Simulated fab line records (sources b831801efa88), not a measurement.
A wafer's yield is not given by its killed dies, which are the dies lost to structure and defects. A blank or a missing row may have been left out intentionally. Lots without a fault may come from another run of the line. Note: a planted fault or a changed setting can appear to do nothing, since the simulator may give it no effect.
Which of the tools did it? :: flow sky130 :: Sampling: 9 lots, 27 wafers, 4 of 708 route steps

## WHAT THE GAUGES READ, wafer by wafer
SKY_CAP2M_RS_MEAS_03: uses a four-point probe to measure.
lot: L935
measured: day 40 13:08
on: film_metro-02
CAP2M_TIN_RS (ohm/sq): 6.85 6.85 6.82

lot: L939
measured: day 41 15:22
on: film_metro-02
CAP2M_TIN_RS (ohm/sq): 9.46 9.52 7.09

lot: L940
measured: day 42 02:38
on: film_metro-02
CAP2M_TIN_RS (ohm/sq): 7.06 9.38 6.94

lot: L949
measured: day 44 11:21
on: film_metro-02
CAP2M_TIN_RS (ohm/sq): 6.86 6.93 6.97

lot: L951
measured: day 44 14:26
on: film_metro-02
CAP2M_TIN_RS (ohm/sq): 6.87 6.97 6.98

lot: L952
measured: day 45 05:32
on: film_metro-02
CAP2M_TIN_RS (ohm/sq): 6.94 6.94 6.93

lot: L953
measured: day 45 10:02
on: film_metro-01
CAP2M_TIN_RS (ohm/sq): 6.95 6.94 6.96

lot: L954
measured: day 45 13:12
on: film_metro-01
CAP2M_TIN_RS (ohm/sq): 7.00 6.99 7.00

lot: L955
measured: day 45 18:46
on: film_metro-01
CAP2M_TIN_RS (ohm/sq): 6.99 6.93 6.98

## WHAT TOOL EACH LOT RAN ON (gives the tool, then ch and the chambers of the sampled wafers, and finally the start)
lot: L935
SKY_METAL4_SPUTTER_00: pvd_sputter-04, day 40 12:44
SKY_METAL4_SPUTTER_04: pvd_sputter-04, day 40 12:50
SKY_CAP2M_SPUTTER_02: pvd_sputter-01, day 40 12:59

lot: L939
SKY_METAL4_SPUTTER_00: pvd_sputter-03, day 41 14:59
SKY_METAL4_SPUTTER_04: pvd_sputter-03, day 41 15:05
SKY_CAP2M_SPUTTER_02: pvd_sputter-01, day 41 15:13

lot: L940
SKY_METAL4_SPUTTER_00: pvd_sputter-04, day 42 02:16
SKY_METAL4_SPUTTER_04: pvd_sputter-04, day 42 02:23
SKY_CAP2M_SPUTTER_02: pvd_sputter-01, day 42 02:31

lot: L949
SKY_METAL4_SPUTTER_00: pvd_sputter-01, day 44 10:58
SKY_METAL4_SPUTTER_04: pvd_sputter-01, day 44 11:04
SKY_CAP2M_SPUTTER_02: pvd_sputter-04, day 44 11:12

lot: L951
SKY_METAL4_SPUTTER_00: pvd_sputter-04, day 44 14:06
SKY_METAL4_SPUTTER_04: pvd_sputter-04, day 44 14:12
SKY_CAP2M_SPUTTER_02: pvd_sputter-02, day 44 14:20

lot: L952
SKY_METAL4_SPUTTER_00: pvd_sputter-04, day 45 05:11
SKY_METAL4_SPUTTER_04: pvd_sputter-04, day 45 05:17
SKY_CAP2M_SPUTTER_02: pvd_sputter-01, day 45 05:25

lot: L953
SKY_METAL4_SPUTTER_00: pvd_sputter-04, day 45 09:41
SKY_METAL4_SPUTTER_04: pvd_sputter-04, day 45 09:48
SKY_CAP2M_SPUTTER_02: pvd_sputter-01, day 45 09:56

lot: L954
SKY_METAL4_SPUTTER_00: pvd_sputter-04, day 45 12:51
SKY_METAL4_SPUTTER_04: pvd_sputter-04, day 45 12:58
SKY_CAP2M_SPUTTER_02: pvd_sputter-01, day 45 13:05

lot: L955
SKY_METAL4_SPUTTER_00: pvd_sputter-04, day 45 18:23
SKY_METAL4_SPUTTER_04: pvd_sputter-04, day 45 18:29
SKY_CAP2M_SPUTTER_02: pvd_sputter-01, day 45 18:37
- SKY_METAL4_SPUTTER_00: material Ti, target thk 15 nm, time 10 s.
- SKY_METAL4_SPUTTER_04: material TiN, target thk 70 nm, time 58.3 s.
- SKY_CAP2M_SPUTTER_02: material TiN, target thk 200 nm, time 166.7 s.

## THE ANSWER, worked out from the rows above alone
Rule: usual is defined by the lots themselves. Put in order of their means at a reading, lots are off if they are a third of the lots or fewer, leave a main group of 4 or more, and stand apart from it by a gap of 3 or more times the standard deviation of the main group's means; of several such gaps the widest counts. A main group is skipped when, at the precision printed for the reading in the tables above, its means are all equal. Also off: a lot with no number at a reading for which 4 or more lots have one. Where the step has rows for the other lots, those lots are counted as sound.
Off: at SKY_CAP2M_RS_MEAS_03 (CAP2M_TIN_RS), L939, L940. Mean 6.94 ohm/sq and standard deviation 0.045 in the main group.
If a tool, at a process step before that reading, ran all the lots that are off and no sound lot after the first of them, it fits. Gauges at SKY_CAP2M_RS_MEAS_03: tried the same way as those tools. Of those tried, none fits.

## WHAT WAS PUT IN BY THE SIMULATOR
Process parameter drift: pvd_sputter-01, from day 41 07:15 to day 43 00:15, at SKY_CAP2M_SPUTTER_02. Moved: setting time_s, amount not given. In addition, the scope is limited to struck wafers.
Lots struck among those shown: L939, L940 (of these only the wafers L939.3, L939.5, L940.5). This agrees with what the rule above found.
